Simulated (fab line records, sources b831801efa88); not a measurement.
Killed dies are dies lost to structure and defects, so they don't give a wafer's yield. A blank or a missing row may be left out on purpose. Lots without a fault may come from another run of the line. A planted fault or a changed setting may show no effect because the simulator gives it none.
A struck lot beside a sound one | flow sky130 | 44 steps out of a route of 708
Sound: wafers L918.4, L918.5, L918.6. Struck: wafers L927.3, L927.4, L927.5. The cause comes at the end.
At each step with rows: each side's tool, then ch and its chambers, then its first start. Under that, the readings that differ: sound wafers | struck wafers | difference of the means | sigmas: that difference in standard deviations of wafers without a fault.
alike: readings whose means differ by less than 2 such deviations, and words and numbers that are the same on both sides. not compared: withheld readings, readings that some wafer has no value for, bounds like >300 that may hide the same value, and numbers for which the record gives no deviation and whose values overlap.
The two part at a step that has a row with sigmas, a row that says differs or no value, or rows on one side only. Numbers that don't overlap but have no deviation are shown without sigmas and don't part them. A reading that every wafer of one side lacks parts them only if that side has two wafers or more.

first, 2 steps without rows for these wafers: SKY_VIA3_SPUTTER_20 (material TiN, target thk 20 nm, time 80 s); SKY_VIA3_CVD_21 (deposits W, target thk 390 nm, time 117.31 s).
SKY_VIA3_RS_MEAS_22: measures by four-point-probe.
  sound on film_metro-01, day 41 10:58; struck on film_metro-01, day 43 12:19
  alike: VIA3_W_RS
SKY_VIA3_THK_MEAS_23: measures by xrf.
  sound on film_metro-01, day 41 11:03; struck on film_metro-01, day 43 12:25
  alike: VIA3_W_THK
then, 2 steps without rows for these wafers: SKY_VIA3_CMP_24 (polishes, stops on SiO2, t overpolish 20 s, target thk 0 nm); SKY_METAL4_SPUTTER_00 (material Ti, target thk 15 nm, time 10 s).
SKY_METAL4_SPUTTER_01: material TiN, target thk 20 nm, time 16.7 s.
  sound on pvd_sputter-04, day 41 11:26; struck on pvd_sputter-03, day 43 12:46
  alike: throttle_valve_pct
SKY_METAL4_SPUTTER_02: material AlCu, target thk 735 nm, time 39.1 s.
  sound on pvd_sputter-04, day 41 11:27; struck on pvd_sputter-03, day 43 12:47
  alike: throttle_valve_pct
then, 1 step without rows for these wafers: SKY_METAL4_SPUTTER_03 (material Ti, target thk 5 nm, time 3.3 s).
SKY_METAL4_SPUTTER_04: material TiN, target thk 70 nm, time 56.14 s.
  sound on pvd_sputter-04, day 41 11:31; struck on pvd_sputter-03, day 43 12:51
  alike: throttle_valve_pct
SKY_CAP2M_CVD_00: deposits SiO2, target thk 15.5 nm.
  sound on pecvd-02 ch 1,2, day 41 11:34; struck on pecvd-01 ch 0,1,2, day 43 12:54
  alike: heater_power_w
SKY_CAP2M_THK_MEAS_01:
  sound on film_metro-02, day 41 11:37; struck on film_metro-04, day 43 12:56
  alike: CAP2M_CVD_00_THK
SKY_CAP2M_SPUTTER_02: material TiN, target thk 200 nm, time 166.7 s.
  sound on pvd_sputter-04, day 41 11:39; struck on pvd_sputter-04, day 43 12:59
  reading                                   | sound             | struck            | difference | sigmas
  model.TiN_of_CAP2M_SPUTTER_02.thk_nm (nm) | 199.3 199.1 198.4 | 166.9 168.2 168.8 | -31.0      |
  alike: throttle_valve_pct
SKY_CAP2M_RS_MEAS_03: measures by four-point-probe.
  sound on film_metro-03, day 41 11:49; struck on film_metro-02, day 43 13:08
  reading               | sound          | struck         | difference | sigmas
  CAP2M_TIN_RS (ohm/sq) | 6.93 6.95 6.98 | 8.30 8.25 8.21 | +1.30      | +20
SKY_CAP2M_THK_MEAS_04: measures by xrf.
  sound on film_metro-03, day 41 11:55; struck on film_metro-02, day 43 13:14
  reading            | sound             | struck            | difference | sigmas
  CAP2M_TIN_THK (nm) | 201.7 201.3 201.0 | 168.6 169.7 170.6 | -31.7      | -16
then, 7 steps without rows for these wafers: SKY_CAP2M_DEHYDRATE_05 (time 60 s); SKY_CAP2M_HMDS_06 (prime time 60 s); SKY_CAP2M_COAT_07 (resist thk 1140 nm); SKY_CAP2M_SOFTBAKE_08 (time 60 s); SKY_CAP2M_EXPOSE_09 (exposes mask CAP2M, target cd 1000 nm); SKY_CAP2M_PEB_10; SKY_CAP2M_DEVELOP_11 (develop time 60 s).
SKY_CAP2M_OVL_MEAS_12:
  sound on overlay-01, day 42 11:23; struck on overlay-01, day 44 10:47
  alike: CAP2M_OVL
SKY_CAP2M_METAL_ETCH_13: etches TiN in Cl2/BCl3, stops on SiO2, target depth 220 nm, time 62.9 s.
  sound on rie_metal-03 ch 0,1, day 42 11:26; struck on rie_metal-01 ch 0,1, day 44 10:50
  reading                     | sound                | struck               | difference | sigmas
  drypump_motor_current_A (A) | 5.50 5.97 5.52       | 6.28 5.95 6.27       | +0.50      | +2
  oes_product_au (a.u.)       | 0.938 0.936 0.940    | 0.846 0.855 0.853    | -0.087     | -13
  throttle_valve_pct (%)      | 21.910 21.901 21.909 | 21.964 21.947 21.953 | +0.048     | +5
  not compared: rf_hours_counter_h
then, 12 steps without rows for these wafers: SKY_CAP2M_STRIP_14 (strips in O2/N2); SKY_CAP2M_STRIP_15 (strips in post etch residue remover, time 1200 s); SKY_CAP2M_CLEAN_16 (cleans in IPA, time 180 s); SKY_CAP2M_CLEAN_17 (cleans in O3/DIW); SKY_METAL4_DEHYDRATE_05 (time 60 s); SKY_METAL4_HMDS_06 (prime time 60 s); SKY_METAL4_COAT_07 (resist thk 60 nm); SKY_METAL4_COAT_08 (resist thk 1140 nm); SKY_METAL4_SOFTBAKE_09 (time 90 s); SKY_METAL4_EXPOSE_10 (exposes mask MM4, target cd 300 nm); SKY_METAL4_PEB_11; SKY_METAL4_DEVELOP_12 (develop time 60 s).
SKY_METAL4_CD_MEAS_13: target cd 300 nm.
  sound on cd_sem-02, day 43 12:22; struck on cd_sem-01, day 45 08:57
  alike: cd_nm
SKY_METAL4_OVL_MEAS_14:
  sound on overlay-01, day 43 12:27; struck on overlay-01, day 45 09:03
  alike: METAL4_OVL
then, 3 steps without rows for these wafers: SKY_METAL4_DESCUM_15 (chemistry O2, time 8 s); SKY_METAL4_ETCH_16 (etches BARC in N2/H2, stops on SiO2, time 88.2 s, target depth 60 nm); SKY_METAL4_ETCH_17 (etches SiO2 in C4F8/O2/Ar, stops on TiN, time 3.9 s, target depth 15 nm).
SKY_METAL4_METAL_ETCH_18: etches the open film in Cl2/BCl3, stops on SiO2, target depth 845 nm, time 183.1 s.
  sound on rie_metal-03 ch 0,1, day 43 12:41; struck on rie_metal-01 ch 0,1, day 45 09:17
  alike: drypump_motor_current_A, oes_product_au, throttle_valve_pct
  not compared: rf_hours_counter_h
SKY_METAL4_STRIP_20: strips in post etch residue remover, time 1200 s.
  sound on wet_bench-02 ch 0, day 43 12:54; struck on wet_bench-01 ch 3, day 45 09:30
  reading                                   | sound             | struck        | difference | sigmas
  model.TiN_of_CAP2M_SPUTTER_02.thk_nm (nm) | 198.5 198.2 197.6 | 166 167.4 168 | -31        |
-- the record jumps here: 4 days lie between the struck wafers' starts before and after (it left off in module METAL4 and takes up again in module PAD_OPEN, whose first step shown is number 708 of the route) --
SKY_PAD_OPEN_PROBE_99:
  sound on prober-01, day 47 09:25; struck on prober-01, day 49 01:00
  reading                               | sound                | struck               | difference | sigmas
  model.etest.cap_mim2.plate_ohm_sq     | 6.063 6.013 6.017    | 7.175 7.117 7.154    | +1.118     |
  model.etest.cap_mim2.bv_v (V)         | 14.05 13.71 13.87    | 12.6 12.63 13.12     | -1.1       |
  model.etest.cap_mim2.leak_log10_a_cm2 | -8.987 -8.897 -9.034 | -8.448 -8.547 -8.436 | +0.496     |
  alike: defect_limited_yield, killed_at_M0_to_M3, killed_at_M4_up, killed_at_contacts, killed_at_front_end, killed_at_other, killed_dies, killed_open, killed_short, sort_bin_3_pad_short, sort_bin_5_function, sort_bin_6_memory, sort_n_pass, sort_yield_pct

WHERE THEY PART
First at SKY_CAP2M_RS_MEAS_03; last, within this record, at SKY_CAP2M_METAL_ETCH_13. Later steps at which nothing parts them and some readings are alike: SKY_METAL4_CD_MEAS_13, SKY_METAL4_OVL_MEAS_14, SKY_METAL4_METAL_ETCH_18, SKY_PAD_OPEN_PROBE_99.

WHY: what the simulator had put in
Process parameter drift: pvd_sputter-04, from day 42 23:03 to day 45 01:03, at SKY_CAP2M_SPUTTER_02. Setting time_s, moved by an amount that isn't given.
